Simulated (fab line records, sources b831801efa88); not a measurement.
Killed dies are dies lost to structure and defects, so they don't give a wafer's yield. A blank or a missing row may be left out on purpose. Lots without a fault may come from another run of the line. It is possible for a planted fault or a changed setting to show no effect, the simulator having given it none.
Which tool is to blame? ; flow sfq line ; 45 wafers from 15 lots sampled at 2 of the route's 325 steps

== WHAT EACH GAUGE READ, for each wafer ==
SFQ_M1_RS_MEAS_909: measures by four-point-probe. Usual: M1_NB_RS gives 0.891 ohm/sq (standard deviation 0.0085).
lot;measured;on;M1_NB_RS (ohm/sq);flag
L197;day 17 08:50;film metro-03;0.909 0.895 0.897;
L199;day 18 07:50;film metro-02;0.902 0.900 0.901;
L200;day 19 01:26;film metro-03;0.891 0.882 0.891;
L203;day 20 07:16;film metro-01;0.883 0.884 0.879;
L204;day 21 00:11;film metro-03;0.885 0.892 0.890;
L205;day 21 14:35;film metro-01;0.887 0.901 0.888;
L206;day 21 17:38;film metro-02;- - -;OFF
L207;day 21 22:23;film metro-01;- - -;OFF
L208;day 22 13:41;film metro-03;- - -;OFF
L214;day 25 00:35;film metro-01;0.890 0.888 0.895;
L215;day 25 14:17;film metro-01;0.893 0.888 0.893;
L216;day 25 21:30;film metro-01;0.881 0.877 0.876;
L217;day 26 01:04;film metro-02;0.888 0.879 0.883;
L219;day 27 01:04;film metro-03;0.889 0.886 0.884;
L220;day 27 07:35;film metro-03;0.875 0.894 0.891;

== WHICH TOOL RAN EACH LOT (tool, then ch and the chambers of the sampled wafers, then the start) ==
lot;SFQ_TRILAYER_M1_DEP_SPUTTER_037
L197;pvd sputter-05, day 17 08:44
L199;pvd sputter-06, day 18 07:42
L200;pvd sputter-06, day 19 01:19
L203;pvd sputter-03, day 20 07:10
L204;pvd sputter-05, day 21 00:05
L205;pvd sputter-05, day 21 14:29
L206;pvd sputter-03, day 21 17:29
L207;pvd sputter-06, day 21 22:17
L208;pvd sputter-05, day 22 13:32
L214;pvd sputter-03, day 25 00:29
L215;pvd sputter-03, day 25 14:10
L216;pvd sputter-03, day 25 21:22
L217;pvd sputter-03, day 26 00:58
L219;pvd sputter-05, day 27 00:58
L220;pvd sputter-05, day 27 07:29
- SFQ_TRILAYER_M1_DEP_SPUTTER_037: material Nb, target thk 200 nm, time 133.3 s.

== WHAT THE TOOLS THEMSELVES READ (means of the sampled wafers that have a number; where no wafer has one, the mark that the record gives instead) ==
SFQ_TRILAYER_M1_DEP_SPUTTER_037. Usual: base pressure pa 1.32e-06 Pa, standard deviation 8.5e-08; cathode dc power W 2000.1 W, standard deviation 0.33; throttle valve pct 30.0 %, standard deviation 0.76.
lot;tool;base pressure pa (Pa);cathode dc power W (W);throttle valve pct (%);flag
L197;pvd sputter-05;1.37e-06;2000.3;29.8;
L199;pvd sputter-06;1.43e-06;2000.0;30.8;
L200;pvd sputter-06;1.32e-06;2000.0;30.6;
L203;pvd sputter-03;1.31e-06;2000.2;29.7;
L204;pvd sputter-05;1.23e-06;2000.0;29.4;
L205;pvd sputter-05;1.32e-06;2000.1;29.9;
L206;pvd sputter-03;-;-;-;OFF
L207;pvd sputter-06;-;-;-;OFF
L208;pvd sputter-05;-;-;-;OFF
L214;pvd sputter-03;1.27e-06;2000.1;29.9;
L215;pvd sputter-03;1.35e-06;2000.0;30.1;
L216;pvd sputter-03;1.35e-06;2000.1;29.4;
L217;pvd sputter-03;1.24e-06;2000.0;29.3;
L219;pvd sputter-05;1.39e-06;2000.0;29.3;
L220;pvd sputter-05;1.25e-06;2000.1;28.9;

== THE ANSWER, worked out from the rows above alone ==
Rule: lot off if the mean of its wafers having a number is beyond 3 standard deviations from the usual mean. Also off: a lot with no number at a reading for which 4 or more lots have one. The other lots that the step has rows for count as sound. After the gauges, taken in route order, come the tools' own readings; for these a lot's mean is taken, as printed above. At the first step where some lot is off, the reading lying furthest off is the one used; lots without a number count as furthest.
Off: at SFQ_M1_RS_MEAS_909 (M1_NB_RS), L206, L207, L208. Without a number there: L206, L207, L208.
If a tool, at a process step before that reading, ran all the lots that are off and no sound lot after the first of them, it fits. Not tried: the gauges at SFQ_M1_RS_MEAS_909; whatever is off there is also off at SFQ_TRILAYER_M1_DEP_SPUTTER_037, on other tools, and gauge error can't account for it. Of those tried, none fits.

== WHAT WAS PUT IN BY THE SIMULATOR ==
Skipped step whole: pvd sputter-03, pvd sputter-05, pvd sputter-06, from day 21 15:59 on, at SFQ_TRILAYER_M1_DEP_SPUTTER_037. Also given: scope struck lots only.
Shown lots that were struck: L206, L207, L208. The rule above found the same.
